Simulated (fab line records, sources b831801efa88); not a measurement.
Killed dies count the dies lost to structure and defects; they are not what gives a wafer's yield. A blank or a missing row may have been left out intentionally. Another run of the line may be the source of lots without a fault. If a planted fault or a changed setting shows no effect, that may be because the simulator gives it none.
Which tool was responsible? :: flow sky130 :: 11 lots, 33 wafers sampled, at 3 steps of a route of 708

## WHAT THE GAUGES SHOWED, per wafer
SKY_RES_PROTECT_TW_MEAS_08. Usual: POLY_GATE_TW gives 4065 (standard deviation 33).
lot: L969
measured: day 14 23:19
on: film-metro-04
POLY_GATE_TW: 4098 4090 4087
flag: 

lot: L970
measured: day 15 03:01
on: film-metro-04
POLY_GATE_TW: 4148 4118 4137
flag: 

lot: L971
measured: day 15 16:42
on: film-metro-04
POLY_GATE_TW: 4133 4113 4146
flag: 

lot: L972
measured: day 16 02:32
on: film-metro-01
POLY_GATE_TW: 4094 4087 4098
flag: 

lot: L980
measured: day 18 15:46
on: film-metro-04
POLY_GATE_TW: 4090 4074 4081
flag: 

lot: L981
measured: day 18 21:49
on: film-metro-04
POLY_GATE_TW: 4095 4088 4110
flag: 

lot: L986
measured: day 20 20:46
on: film-metro-01
POLY_GATE_TW: 4078 4069 4070
flag: 

lot: L987
measured: day 21 05:54
on: film-metro-01
POLY_GATE_TW: 4052 4041 4044
flag: 

lot: L988
measured: day 21 21:07
on: film-metro-01
POLY_GATE_TW: 4053 4051 4046
flag: 

lot: L990
measured: day 22 13:34
on: film-metro-03
POLY_GATE_TW: 4030 4051 4041
flag: 

lot: L991
measured: day 22 18:11
on: film-metro-03
POLY_GATE_TW: 4028 4031 4020
flag: 

SKY_POLY_GATE_THK_MEAS_21. Usual: POLY_GATE_OXIDATION_THK gives 4.00 nm (standard deviation 0.067).
lot: L969
measured: day 16 06:12
on: film-metro-04
POLY_GATE_OXIDATION_THK (nm): 4.08 4.08 4.02
flag: 

lot: L970
measured: day 16 10:21
on: film-metro-04
POLY_GATE_OXIDATION_THK (nm): 3.92 3.93 3.93
flag: 

lot: L971
measured: day 17 02:19
on: film-metro-03
POLY_GATE_OXIDATION_THK (nm): 3.95 3.85 3.92
flag: 

lot: L972
measured: day 17 11:19
on: film-metro-03
POLY_GATE_OXIDATION_THK (nm): 3.89 3.91 3.89
flag: 

lot: L980
measured: day 20 05:23
on: film-metro-04
POLY_GATE_OXIDATION_THK (nm): 3.94 4.01 3.89
flag: 

lot: L981
measured: day 20 08:33
on: film-metro-04
POLY_GATE_OXIDATION_THK (nm): 4.06 3.99 3.99
flag: 

lot: L986
measured: day 22 08:16
on: film-metro-03
POLY_GATE_OXIDATION_THK (nm): 3.94 3.84 3.97
flag: 

lot: L987
measured: day 23 10:06
on: film-metro-04
POLY_GATE_OXIDATION_THK (nm): 3.98 4.08 4.06
flag: 

lot: L988
measured: day 23 10:07
on: film-metro-02
POLY_GATE_OXIDATION_THK (nm): 3.97 4.03 4.03
flag: 

lot: L990
measured: day 24 00:37
on: film-metro-02
POLY_GATE_OXIDATION_THK (nm): 4.03 4.05 4.13
flag: 

lot: L991
measured: day 24 03:26
on: film-metro-02
POLY_GATE_OXIDATION_THK (nm): 4.01 4.04 4.05
flag: 

SKY_LDD_LDN_OVL_MEAS_07. Usual: LDD_LDN_OVL gives -1.1 nm (standard deviation 1.4).
lot: L969
measured: day 22 12:32
on: overlay-02
LDD_LDN_OVL (nm): -4.6 -1.4 -2.0
flag: 

lot: L970
measured: day 22 18:14
on: overlay-02
LDD_LDN_OVL (nm): -0.5 -1.7 -2.2
flag: 

lot: L971
measured: day 23 11:50
on: overlay-02
LDD_LDN_OVL (nm): -2.1 -2.4 -2.9
flag: 

lot: L972
measured: day 23 19:52
on: overlay-01
LDD_LDN_OVL (nm): 0.0 -0.3 -1.7
flag: 

lot: L980
measured: day 26 13:52
on: overlay-01
LDD_LDN_OVL (nm): -1.6 0.7 -2.6
flag: 

lot: L981
measured: day 26 15:53
on: overlay-01
LDD_LDN_OVL (nm): -2.3 -4.1 -1.3
flag: 

lot: L986
measured: day 28 15:16
on: overlay-02
LDD_LDN_OVL (nm): -1.7 -0.7 0.5
flag: 

lot: L987
measured: day 29 14:43
on: overlay-01
LDD_LDN_OVL (nm): -0.1 2.7 -0.2
flag: 

lot: L988
measured: day 29 14:38
on: overlay-02
LDD_LDN_OVL (nm): -1.2 -1.4 -1.2
flag: 

lot: L990
measured: day 30 03:04
on: overlay-02
LDD_LDN_OVL (nm): 0.5 0.3 0.7
flag: 

lot: L991
measured: day 30 04:19
on: overlay-02
LDD_LDN_OVL (nm): -2.4 -1.6 -2.2
flag: 

## WHAT TOOL EACH LOT RAN ON (gives the tool, then ch and the chambers of the sampled wafers, and finally the start)
Before these readings, the record contains no process step.

## WHAT THE TOOLS THEMSELVES READ (means of the sampled wafers that have a number; where no wafer has one, the mark that the record gives instead)
The record holds no such reading with a usual standard deviation.

## THE ANSWER, worked out from the rows above alone
Rule: a lot is off if the mean of its wafers that have a number lies more than 3 standard deviations from the usual mean. A lot without any number at a reading at which 4 lots or more have one is off too. All remaining lots with rows at the step are treated as sound. First the gauges in route order, then the tools' own readings, where a lot's mean is used as printed above. At the first step where some lot is off, the reading lying furthest off is the one used; lots without a number count as furthest.
None of the lots is off at any reading shown; this tells nothing.

## WHAT THE SIMULATOR HAD PUT IN
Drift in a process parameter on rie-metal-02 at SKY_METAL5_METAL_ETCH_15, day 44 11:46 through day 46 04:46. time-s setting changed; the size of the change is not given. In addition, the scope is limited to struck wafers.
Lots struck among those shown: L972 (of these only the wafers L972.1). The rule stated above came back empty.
